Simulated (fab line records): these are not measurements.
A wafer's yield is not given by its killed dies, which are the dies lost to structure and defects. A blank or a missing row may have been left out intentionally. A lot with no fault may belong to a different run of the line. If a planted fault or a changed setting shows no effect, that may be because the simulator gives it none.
What tool caused it? | flow sky130 | 39 wafers from 13 lots sampled at 5 of the route's 708 steps

## WHAT EACH GAUGE READ, for each wafer
SKY_FIELD_ISO_THK_MEAS_25.
lot  | measured    | on            | FIELD_ISO_CVD_24_THK (nm)
L812 | day 2 17:40 | film-metro-03 | 591 598 592
L815 | day 3 09:01 | film-metro-01 | 600 599 594
L816 | day 3 09:06 | film-metro-03 | 606 604 598
L817 | day 3 16:58 | film-metro-01 | 596 598 610
L818 | day 3 20:30 | film-metro-03 | 594 591 599
L819 | day 4 00:09 | film-metro-02 | 601 605 606
L820 | day 4 08:41 | film-metro-01 | 597 596 605
L821 | day 4 14:02 | film-metro-01 | 592 586 594
L822 | day 4 16:49 | film-metro-02 | 589 588 599
L824 | day 5 05:45 | film-metro-03 | 604 603 595
L825 | day 5 09:26 | film-metro-02 | 603 604 598
L828 | day 6 05:09 | film-metro-01 | 605 600 601
L832 | day 7 05:13 | film-metro-02 | 601 604 596

SKY_NWELL_THK_MEAS_02.
lot  | measured    | on            | NWELL_OXIDATION_THK (nm)
L812 | day 3 00:59 | film-metro-03 | 9.99 10.01 10.06
L815 | day 3 13:17 | film-metro-04 | 9.81 9.76 9.76
L816 | day 3 13:25 | film-metro-03 | 10.35 10.46 10.48
L817 | day 3 20:49 | film-metro-03 | 9.91 9.68 9.65
L818 | day 4 01:26 | film-metro-04 | 10.13 10.22 10.11
L819 | day 4 08:04 | film-metro-02 | 10.44 10.23 10.28
L820 | day 4 16:40 | film-metro-02 | 10.23 9.93 10.06
L821 | day 4 20:27 | film-metro-04 | 10.14 10.16 10.14
L822 | day 4 21:51 | film-metro-02 | 9.99 10.12 10.02
L824 | day 5 12:14 | film-metro-04 | 10.12 10.11 10.04
L825 | day 5 22:07 | film-metro-02 | 10.24 10.43 10.20
L828 | day 6 16:17 | film-metro-02 | 9.79 10.03 9.77
L832 | day 7 09:28 | film-metro-04 | 10.05 10.07 9.95

SKY_NWELL_RS_MEAS_29: measurement is done with a four-point probe.
lot  | measured     | on            | NWELL_RS (ohm/sq)
L812 | day 5 22:23  | film-metro-02 | 623.3 623.8 623.3
L815 | day 6 11:41  | film-metro-04 | 622.8 621.7 622.0
L816 | day 6 12:11  | film-metro-02 | 627.3 625.2 625.7
L817 | day 6 18:37  | film-metro-03 | 624.5 624.8 626.2
L818 | day 7 01:02  | film-metro-02 | 625.8 625.0 623.4
L819 | day 7 10:17  | film-metro-02 | 626.1 627.7 625.9
L820 | day 7 19:44  | film-metro-03 | 624.5 625.0 624.4
L821 | day 7 23:52  | film-metro-02 | 623.8 623.3 626.1
L822 | day 8 01:53  | film-metro-04 | 621.7 622.5 621.7
L824 | day 8 19:21  | film-metro-04 | 620.8 621.7 623.1
L825 | day 9 07:17  | film-metro-04 | 623.4 622.0 624.3
L828 | day 10 07:11 | film-metro-04 | 618.6 618.0 617.0
L832 | day 11 02:35 | film-metro-04 | 618.3 619.8 619.0

## TOOL THAT RAN EACH LOT (tool first, then ch and the chambers of the sampled wafers, then the start)
lot  | SKY_NWELL_IMPLANT_12            | SKY_NWELL_STRIP_14
L812 | implanter-03 ch 0, day 5 03:06  | plasma-asher-01 ch 0,1, day 5 03:23
L815 | implanter-03 ch 0, day 5 17:20  | plasma-asher-01 ch 0,1, day 5 17:38
L816 | implanter-03 ch 0, day 5 17:52  | plasma-asher-02 ch 0,1, day 5 18:08
L817 | implanter-03 ch 0, day 6 00:20  | plasma-asher-02 ch 0,1, day 6 00:38
L818 | implanter-01 ch 0, day 6 06:38  | plasma-asher-02 ch 0,1, day 6 06:55
L819 | implanter-03 ch 0, day 6 13:14  | plasma-asher-02 ch 0,1, day 6 13:32
L820 | implanter-01 ch 0, day 6 22:56  | plasma-asher-01 ch 0,1, day 6 23:13
L821 | implanter-01 ch 0, day 7 02:36  | plasma-asher-04 ch 0,1, day 7 02:53
L822 | implanter-01 ch 0, day 7 04:53  | plasma-asher-04 ch 0,1, day 7 05:09
L824 | implanter-02 ch 0, day 7 21:23  | plasma-asher-02 ch 0,1, day 7 21:41
L825 | implanter-02 ch 0, day 8 09:15  | plasma-asher-04 ch 0,1, day 8 09:33
L828 | implanter-03 ch 0, day 9 07:17  | plasma-asher-01 ch 0,1, day 9 07:35
L832 | implanter-03 ch 0, day 10 02:05 | plasma-asher-02 ch 0,1, day 10 02:22
- SKY_NWELL_IMPLANT_12
- SKY_NWELL_STRIP_14: strips in O2/N2.

## WHAT THE TOOLS THEMSELVES READ (means of the sampled wafers that have a number; where no wafer has one, the mark that the record gives instead)
SKY_NWELL_IMPLANT_12.
lot  | tool         | dose-ions-cm2 | faraday-current-uA
L812 | implanter-03 | 1.3004e+12    | 7.32
L815 | implanter-03 | 1.3004e+12    | 7.42
L816 | implanter-03 | 1.3003e+12    | 7.43
L817 | implanter-03 | 1.3008e+12    | 7.35
L818 | implanter-01 | 1.3005e+12    | 7.32
L819 | implanter-03 | 1.3008e+12    | 7.38
L820 | implanter-01 | 1.2988e+12    | 7.47
L821 | implanter-01 | 1.3015e+12    | 7.29
L822 | implanter-01 | 1.3003e+12    | 7.29
L824 | implanter-02 | 1.2995e+12    | 7.27
L825 | implanter-02 | 1.2981e+12    | 7.26
L828 | implanter-03 | 1.4897e+12    | 8.24
L832 | implanter-03 | 1.4888e+12    | 8.39

SKY_NWELL_STRIP_14.
lot  | tool            | drypump-motor-current-A (A) | n2-flow-sccm (sccm) | oes-product-au (a.u.) | strip-time-to-endpoint-s (s)
L812 | plasma-asher-01 | 5.2                         | 301.0               | 0.720                 | 37.01
L815 | plasma-asher-01 | 5.5                         | 301.4               | 0.722                 | 36.88
L816 | plasma-asher-02 | 5.6                         | 299.1               | 0.724                 | 37.00
L817 | plasma-asher-02 | 5.6                         | 300.0               | 0.723                 | 37.08
L818 | plasma-asher-02 | 5.6                         | 299.1               | 0.718                 | 37.11
L819 | plasma-asher-02 | 5.6                         | 299.7               | 0.721                 | 36.82
L820 | plasma-asher-01 | 5.2                         | 299.2               | 0.717                 | 36.97
L821 | plasma-asher-04 | 5.3                         | 300.1               | 0.723                 | 36.84
L822 | plasma-asher-04 | 5.3                         | 300.1               | 0.727                 | 36.80
L824 | plasma-asher-02 | 5.6                         | 300.3               | 0.724                 | 36.94
L825 | plasma-asher-04 | 5.5                         | 300.3               | 0.722                 | 36.83
L828 | plasma-asher-01 | 5.5                         | 299.9               | 0.724                 | 36.85
L832 | plasma-asher-02 | 5.6                         | 300.2               | 0.718                 | 36.97

## THE ANSWER, worked out from the rows above alone
Rule: the lots themselves supply what counts as usual. The widest of any qualifying gaps counts: lots, ordered by their means at a reading, are off when they make up no more than a third of the lots, leave a main group of 4 or more, and stand apart from it by 3 or more times the standard deviation of that group's means. If all means in a main group match to the digits the tables above print for the reading, that group is not used. A lot without any number at a reading at which 4 lots or more have one is off too. The other lots that the step has rows for count as sound. First the gauges in route order, then the tools' own readings, where a lot's mean is used as printed above. At the first step where some lot is off, the reading lying furthest off is the one used; lots without a number count as furthest.
Off: L828, L832, at SKY_NWELL_IMPLANT_12 (dose-ions-cm2). The main group: mean 1.3001e+12, standard deviation 9.2e+08.
If a tool, at that step or one of the process steps before it, ran each lot that is off and ran no sound lot following the first of them, it fits. One fits: implanter-03 at SKY_NWELL_IMPLANT_12. Its last sound lot is L819 (day 6 13:14), its first lot that is off L828 (day 9 07:17): a fault that began between those two fits.
The tool's own readings at SKY_NWELL_IMPLANT_12 bear it out: on the lots that are off they differ by more than 5 times the standard deviation of the sound lots' means. dose-ions-cm2 reads 1.4892e+12 there against 1.3001e+12 on the sound lots; faraday-current-uA reads 8.32 there against 7.35 on the sound lots.

## WHAT WAS PUT IN BY THE SIMULATOR
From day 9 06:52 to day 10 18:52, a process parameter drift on implanter-03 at SKY_NWELL_IMPLANT_12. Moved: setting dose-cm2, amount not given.
Lots struck among those shown: L828, L832. The rule above reached the same finding.
